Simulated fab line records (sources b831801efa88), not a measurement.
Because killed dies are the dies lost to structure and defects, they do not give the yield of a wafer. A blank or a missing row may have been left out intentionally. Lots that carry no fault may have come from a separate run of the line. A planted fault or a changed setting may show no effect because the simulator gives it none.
Which tool did it?    flow sky130    Sampling: 15 lots, 45 wafers, 2 of 708 route steps

== WHAT THE GAUGES READ, wafer by wafer ==
SKY_SPACER_THK_MEAS_01. Usual: SPACER_CVD_00_THK gives 42.9 nm (standard deviation 0.44).
lot   measured      on             SPACER_CVD_00_THK (nm)  flag
L538  day 23 08:22  film-metro-03  42.5 42.6 42.3          
L539  day 23 11:58  film-metro-04  42.6 42.5 42.6          
L540  day 23 15:47  film-metro-04  43.5 42.9 43.1          
L542  day 24 10:26  film-metro-04  43.3 42.9 43.0          
L543  day 24 18:59  film-metro-03  43.3 43.1 42.9          
L548  day 26 14:42  film-metro-04  43.0 42.8 43.1          
L549  day 27 01:22  film-metro-04  42.2 42.4 42.1          
L550  day 27 10:25  film-metro-02  42.9 43.0 42.7          
L554  day 28 18:14  film-metro-03  43.6 43.3 43.7          
L555  day 28 20:23  film-metro-03  42.7 42.7 42.9          
L557  day 29 02:34  film-metro-03  42.6 42.8 42.5          
L558  day 29 14:29  film-metro-02  43.2 43.4 43.4          
L559  day 30 03:19  film-metro-02  43.8 43.4 43.5          
L560  day 30 15:33  film-metro-04  43.1 42.8 42.8          
L561  day 30 19:29  film-metro-03  43.1 43.1 43.3          

== EACH LOT AND THE TOOL THAT RAN IT (in order: tool; ch and the chambers of the sampled wafers; start) ==
lot   SKY_LDD_P_STRIP_10
L538  plasma-asher-02 ch 1, day 19 05:41
L539  plasma-asher-01 ch 0,1, day 19 13:22
L540  plasma-asher-03 ch 0,1, day 19 17:25
L542  plasma-asher-02 ch 0,1, day 20 12:17
L543  plasma-asher-03 ch 0,1, day 20 21:34
L548  plasma-asher-03 ch 0,1, day 22 19:26
L549  plasma-asher-01 ch 0,1, day 23 06:52
L550  plasma-asher-03 ch 0,1, day 23 15:22
L554  plasma-asher-01 ch 0,1, day 24 21:40
L555  plasma-asher-01 ch 0, day 25 03:47
L557  plasma-asher-01 ch 0,1, day 25 13:04
L558  plasma-asher-01 ch 0,1, day 25 22:43
L559  plasma-asher-02 ch 0,1, day 26 11:43
L560  plasma-asher-01 ch 1, day 27 01:32
L561  plasma-asher-02 ch 1, day 27 05:28
- SKY_LDD_P_STRIP_10: strips in O2/N2.

== WHAT THE TOOLS THEMSELVES READ (means of the sampled wafers that have a number; where no wafer has one, the mark that the record gives instead) ==
SKY_LDD_P_STRIP_10. Usual: drypump-motor-current-A 5.7 A, standard deviation 0.56; oes-product-au 0.716 a.u., standard deviation 0.0047; strip-time-to-endpoint-s 14.17 s, standard deviation 0.038.
lot   tool             drypump-motor-current-A (A)  oes-product-au (a.u.)  strip-time-to-endpoint-s (s)  flag
L538  plasma-asher-02  6.4                          0.718                  14.21                         
L539  plasma-asher-01  5.5                          0.716                  14.18                         
L540  plasma-asher-03  5.9                          0.721                  14.17                         
L542  plasma-asher-02  6.0                          0.712                  14.11                         
L543  plasma-asher-03  5.6                          0.716                  14.16                         
L548  plasma-asher-03  5.6                          0.714                  14.22                         
L549  plasma-asher-01  5.5                          0.714                  14.18                         
L550  plasma-asher-03  5.9                          0.718                  14.17                         
L554  plasma-asher-01  5.5                          0.713                  14.15                         
L555  plasma-asher-01  6.1                          0.712                  14.13                         
L557  plasma-asher-01  5.8                          0.713                  14.16                         
L558  plasma-asher-01  5.8                          0.714                  14.14                         
L559  plasma-asher-02  6.0                          0.714                  14.17                         
L560  plasma-asher-01  5.2                          0.715                  14.18                         
L561  plasma-asher-02  6.4                          0.719                  14.18                         

== THE ANSWER, worked out from the rows above alone ==
Rule: take the mean of a lot's wafers that have a number; if it is more than 3 standard deviations from the usual mean, the lot is off. A lot without any number at a reading at which 4 lots or more have one is off too. All remaining lots with rows at the step are treated as sound. First the gauges in route order, then the tools' own readings, where a lot's mean is used as printed above. At the first step where some lot is off, the reading lying furthest off is the one used; lots without a number count as furthest.
Nothing can be told from this: no lot is off at any reading shown.

== WHAT HAD BEEN PUT IN BY THE SIMULATOR ==
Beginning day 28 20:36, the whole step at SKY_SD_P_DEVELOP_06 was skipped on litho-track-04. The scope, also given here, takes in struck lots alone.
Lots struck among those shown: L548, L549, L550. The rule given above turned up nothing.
